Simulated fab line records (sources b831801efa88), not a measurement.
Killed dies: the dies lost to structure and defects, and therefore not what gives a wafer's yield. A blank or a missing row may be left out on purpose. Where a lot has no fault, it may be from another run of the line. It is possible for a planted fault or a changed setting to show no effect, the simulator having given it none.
Chamber matching + flow sky130 + SKY_VIA2_ETCH_15 on rie_diel-02: 4 sister chambers
The step etches SiO2 in C4F8/O2/Ar, stops on TiN, target depth 546 nm, time 84 s. 14 wafers are shown with their chamber, then 7 later ones without.

EACH WAFER AND ITS CHAMBER
| wafer  | chamber | oes_product_au (a.u.) |
|--------|---------|-----------------------|
| L074.2 | 1       | 0.952                 |
| L074.4 | 3       | 0.941                 |
| L074.5 | 0       | 0.941                 |
| L075.1 | 0       | 0.948                 |
| L075.2 | 2       | 0.939                 |
| L075.3 | 3       | 0.940                 |
| L075.4 | 1       | 0.938                 |
| L075.5 | 3       | 0.937                 |
| L075.6 | 2       | 0.948                 |
| L078.1 | 3       | 0.934                 |
| L078.2 | 2       | 0.937                 |
| L078.3 | 1       | 0.953                 |
| L078.4 | 0       | 0.949                 |
| L078.5 | 1       | 0.948                 |

SIGNATURES (means of the wafers above)
| reading        | chamber 0 | chamber 1 | chamber 2 | chamber 3 | scatter within a chamber |
|----------------|-----------|-----------|-----------|-----------|--------------------------|
| oes_product_au | 0.94600   | 0.94775   | 0.94133   | 0.93800   | 0.00527                  |
Rule: a wafer lies at a distance from a chamber equal to the root of the sum of squares, over the readings, of (its reading less the chamber's mean, divided by the reading's scatter). The wafer belongs to the nearest chamber; if the next one is less than 2 further off, it can't be placed. How the scatter is found: for the shown wafers, subtract from each reading the mean of its chamber, square and add these, divide the total by (wafers less chambers), then take the root.

WAFERS WITH NO CHAMBER GIVEN
| wafer  | oes_product_au (a.u.) |
|--------|-----------------------|
| L078.6 | 0.944                 |
| L090.2 | 0.946                 |
| L090.4 | 0.935                 |
| L090.6 | 0.947                 |
| L094.1 | 0.941                 |
| L094.3 | 0.934                 |
| L094.6 | 0.946                 |

WHICH CHAMBER EACH WENT THROUGH
| wafer  | from the rows above               | in truth |
|--------|-----------------------------------|----------|
| L078.6 | can't be placed: 0 or 2 or 1 or 3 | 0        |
| L090.2 | can't be placed: 0 or 1 or 2 or 3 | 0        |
| L090.4 | can't be placed: 3 or 2 or 0 or 1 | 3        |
| L090.6 | can't be placed: 1 or 0 or 2 or 3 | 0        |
| L094.1 | can't be placed: 2 or 3 or 0 or 1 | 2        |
| L094.3 | can't be placed: 3 or 2 or 0 or 1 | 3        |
| L094.6 | can't be placed: 0 or 1 or 2 or 3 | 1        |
Correct placement for 0 of the 7. Unplaceable from these rows: 7, with the true chamber sitting among the candidates in 7. Wrongly placed: 0.
